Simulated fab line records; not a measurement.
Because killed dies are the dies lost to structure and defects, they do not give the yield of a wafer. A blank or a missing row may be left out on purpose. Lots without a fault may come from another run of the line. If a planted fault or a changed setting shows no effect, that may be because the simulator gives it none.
Chamber matching	flow gf180mcu	3 sister chambers for GF_V4_CVD_02 on pecvd-03
The step deposits SiO2 from TEOS, target thk 850 nm, time 94.851 s. 3 wafers are shown with their chamber, then 8 later ones without.

WAFERS WITH THEIR CHAMBER
wafer	chamber	heater_power_outer_w (W)
L998.5	1	454
L100.1	2	492
L101.3	0	245

WAFERS WHOSE CHAMBER IS MISSING
wafer	heater_power_outer_w (W)
L101.4	451
L101.5	175
L103.2	455
L103.3	247
L103.4	343
L111.2	201
L111.3	366
L111.6	227

WHICH CHAMBER EACH ONE RAN IN
wafer	from the rows above	in truth
L101.4	can't be placed: 1 or 2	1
L101.5	0	0
L103.2	can't be placed: 1 or 2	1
L103.3	0	0
L103.4	can't be placed: 0 or 1 or 2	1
L111.2	0	0
L111.3	can't be placed: 1 or 0 or 2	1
L111.6	0	0
Placed correctly: 4 of 8. Not placeable from these rows: 4 (in 4, the candidates include the true chamber). Placed wrongly: 0.
How it was worked out, from the rows above alone: a wafer's distance from a chamber is the root of the sum, over the readings, of the square of ((its reading less the chamber's mean) divided by the reading's scatter). The wafer belongs to the nearest chamber; if the next one is less than 2 further off, it can't be placed. A chamber's mean is the mean of its shown wafers. The scatter: root of mean squared gap, hidden wafer to nearest shown wafer, with one shown wafer a chamber.
